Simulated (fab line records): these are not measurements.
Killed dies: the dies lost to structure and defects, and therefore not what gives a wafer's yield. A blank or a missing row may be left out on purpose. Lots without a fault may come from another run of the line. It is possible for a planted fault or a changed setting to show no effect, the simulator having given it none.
Which tool was responsible? + flow sky130 + at 1 step of a route of 708, 11 lots with 33 wafers sampled

WHAT THE GAUGES SHOWED, per wafer
SKY_CAPM_OVL_MEAS_12. Usual: CAPM_OVL -0.4 nm, standard deviation 1.1.
| lot  | measured     | on         | CAPM_OVL (nm)  | flag |
|------|--------------|------------|----------------|------|
| L245 | day 37 18:41 | overlay-01 | 0.2 -0.1 -0.7  |      |
| L246 | day 38 04:43 | overlay-01 | 0.7 0.6 2.6    |      |
| L248 | day 38 23:04 | overlay-02 | -1.2 -0.7 -1.4 |      |
| L249 | day 39 00:02 | overlay-02 | -0.2 -1.6 -1.1 |      |
| L253 | day 40 00:11 | overlay-01 | 0.0 0.3 0.4    |      |
| L258 | day 41 08:14 | overlay-02 | -0.7 0.7 -0.6  |      |
| L259 | day 42 00:58 | overlay-01 | -1.3 -1.4 -0.4 |      |
| L261 | day 42 16:13 | overlay-01 | -0.3 0.1 -1.9  |      |
| L262 | day 42 21:28 | overlay-02 | -0.7 -0.8 0.8  |      |
| L264 | day 43 01:07 | overlay-02 | 0.3 -0.3 -0.2  |      |
| L266 | day 43 22:53 | overlay-01 | -0.7 0.6 0.0   |      |

EACH LOT AND THE TOOL THAT RAN IT (in order: tool; ch and the chambers of the sampled wafers; start)
The record holds no process step before these readings.

WHAT THE TOOLS THEMSELVES READ (means of the sampled wafers that have a number; where no wafer has one, the mark that the record gives instead)
The record holds no such reading with a usual standard deviation.

THE ANSWER, worked out from the rows above alone
Rule: take the mean of a lot's wafers that have a number; if it is more than 3 standard deviations from the usual mean, the lot is off. A lot without any number at a reading at which 4 lots or more have one is off too. Where the step has rows for the other lots, those lots are counted as sound. The gauges are gone through in route order, then the tools' own readings, and for those a lot's mean is taken as printed above. At the first step where some lot is off, the reading lying furthest off is the one used; lots without a number count as furthest.
No lot is off on any of the readings shown, so nothing can be concluded from this.

WHAT THE SIMULATOR HAD INSERTED
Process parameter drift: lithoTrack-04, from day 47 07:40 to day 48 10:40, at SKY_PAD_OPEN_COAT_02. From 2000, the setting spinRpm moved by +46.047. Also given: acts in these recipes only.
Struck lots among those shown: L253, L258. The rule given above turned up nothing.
